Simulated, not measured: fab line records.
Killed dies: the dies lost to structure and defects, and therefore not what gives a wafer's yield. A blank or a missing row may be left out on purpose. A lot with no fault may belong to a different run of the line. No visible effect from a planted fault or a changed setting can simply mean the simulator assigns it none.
Check for tools in common :: flow gf180mcu :: 12 lots, 35 wafers sampled

WHAT PROMPTED THE OPENING
GF_LVPWELL_TW_MEAS_11, reading LVPWELL_TW: flagged on 3 of 12 lots. Wafers without a fault read 555, standard deviation 5.1.
Rule: flag the lot when none of its wafers has a number, or when each of its wafers that has one lies beyond 4 standard deviations from that mean. As for the other lots, they are considered sound.

lot: L827
measured: day 4 03:31
on: film-metro-03
LVPWELL_TW, wafer by wafer: 549 549 549
flag: 

lot: L828
measured: day 4 08:25
on: film-metro-02
LVPWELL_TW, wafer by wafer: 564 563 567
flag: 

lot: L836
measured: day 6 07:22
on: film-metro-03
LVPWELL_TW, wafer by wafer: 1568 1558 1565
flag: FLAGGED

lot: L837
measured: day 6 10:40
on: film-metro-03
LVPWELL_TW, wafer by wafer: 1572 1569 1577
flag: FLAGGED

lot: L838
measured: day 6 18:14
on: film-metro-03
LVPWELL_TW, wafer by wafer: 1574 1573 1562
flag: FLAGGED

lot: L840
measured: day 7 03:40
on: film-metro-02
LVPWELL_TW, wafer by wafer: 559 560 564
flag: 

lot: L841
measured: day 7 10:26
on: film-metro-03
LVPWELL_TW, wafer by wafer: 558 560 557
flag: 

lot: L844
measured: day 8 03:49
on: film-metro-01
LVPWELL_TW, wafer by wafer: 556 557 555
flag: 

lot: L845
measured: day 8 08:06
on: film-metro-03
LVPWELL_TW, wafer by wafer: 550 552 553
flag: 

lot: L847
measured: day 8 19:05
on: film-metro-02
LVPWELL_TW, wafer by wafer: 566 570 566
flag: 

lot: L848
measured: day 8 23:56
on: film-metro-01
LVPWELL_TW, wafer by wafer: 558 557
flag: 

lot: L849
measured: day 9 05:59
on: film-metro-03
LVPWELL_TW, wafer by wafer: 555 553 554
flag: 
Averaged over the flagged lots the numbers come to 1569, +1014 from the usual (+99 or more standard deviations).

LOT BY LOT: THE TOOL USED
The record keeps 1 process step preceding the reading, out of 602 steps on the route. Cell contents, in order: the tool; ch with the chambers the sampled wafers went through; the start.
lot: L827
flag: 
GF_NWELL_COAT_02: litho-track-04 ch 0, day 3 07:14

lot: L828
flag: 
GF_NWELL_COAT_02: litho-track-03 ch 0, day 3 12:08

lot: L836
flag: FLAGGED
GF_NWELL_COAT_02: litho-track-03, day 5 08:00

lot: L837
flag: FLAGGED
GF_NWELL_COAT_02: litho-track-03, day 5 11:50

lot: L838
flag: FLAGGED
GF_NWELL_COAT_02: litho-track-04, day 5 18:52

lot: L840
flag: 
GF_NWELL_COAT_02: litho-track-04 ch 0, day 6 03:55

lot: L841
flag: 
GF_NWELL_COAT_02: litho-track-03 ch 0, day 6 08:56

lot: L844
flag: 
GF_NWELL_COAT_02: litho-track-03 ch 0, day 7 02:33

lot: L845
flag: 
GF_NWELL_COAT_02: litho-track-03 ch 0, day 7 08:02

lot: L847
flag: 
GF_NWELL_COAT_02: litho-track-04 ch 0, day 7 17:40

lot: L848
flag: 
GF_NWELL_COAT_02: litho-track-04 ch 0, day 7 22:11

lot: L849
flag: 
GF_NWELL_COAT_02: litho-track-03 ch 0, day 8 03:41
What the steps here do:
- GF_NWELL_COAT_02: resist thk 3000 nm.
- GF_LVPWELL_TW_MEAS_11

FLAGGED OVER TOTAL, TOOL BY TOOL (the gauges that took the reading come last)
step: GF_NWELL_COAT_02
tool: litho-track-03
lots run: 7
flagged: 2
share of the flagged lots: some
sound lots run after its first flagged lot: 4 (L841,L844,L845,L849)

step: GF_NWELL_COAT_02
tool: litho-track-04
lots run: 5
flagged: 1
share of the flagged lots: some
sound lots run after its first flagged lot: 3 (L840,L847,L848)

step: GF_LVPWELL_TW_MEAS_11
tool: film-metro-01
lots run: 2
flagged: 0
share of the flagged lots: none
sound lots run after its first flagged lot: -

step: GF_LVPWELL_TW_MEAS_11
tool: film-metro-02
lots run: 3
flagged: 0
share of the flagged lots: none
sound lots run after its first flagged lot: -

step: GF_LVPWELL_TW_MEAS_11
tool: film-metro-03
lots run: 7
flagged: 3
share of the flagged lots: all
sound lots run after its first flagged lot: 3 (L841,L845,L849)

WHAT THE TABLE ALLOWS
In the table, 1 row covers all flagged lots: film-metro-03 at GF_LVPWELL_TW_MEAS_11.
- film-metro-03 at GF_LVPWELL_TW_MEAS_11: 3 of its 7 lots flagged. Lots that were sound ran on it after the first flagged one (L841, L845, L849); a persistent fault on the entire tool would not allow that.
Every row of the table either missed a flagged lot or ran a sound lot after the first.

WHAT WAS PUT IN BY THE SIMULATOR
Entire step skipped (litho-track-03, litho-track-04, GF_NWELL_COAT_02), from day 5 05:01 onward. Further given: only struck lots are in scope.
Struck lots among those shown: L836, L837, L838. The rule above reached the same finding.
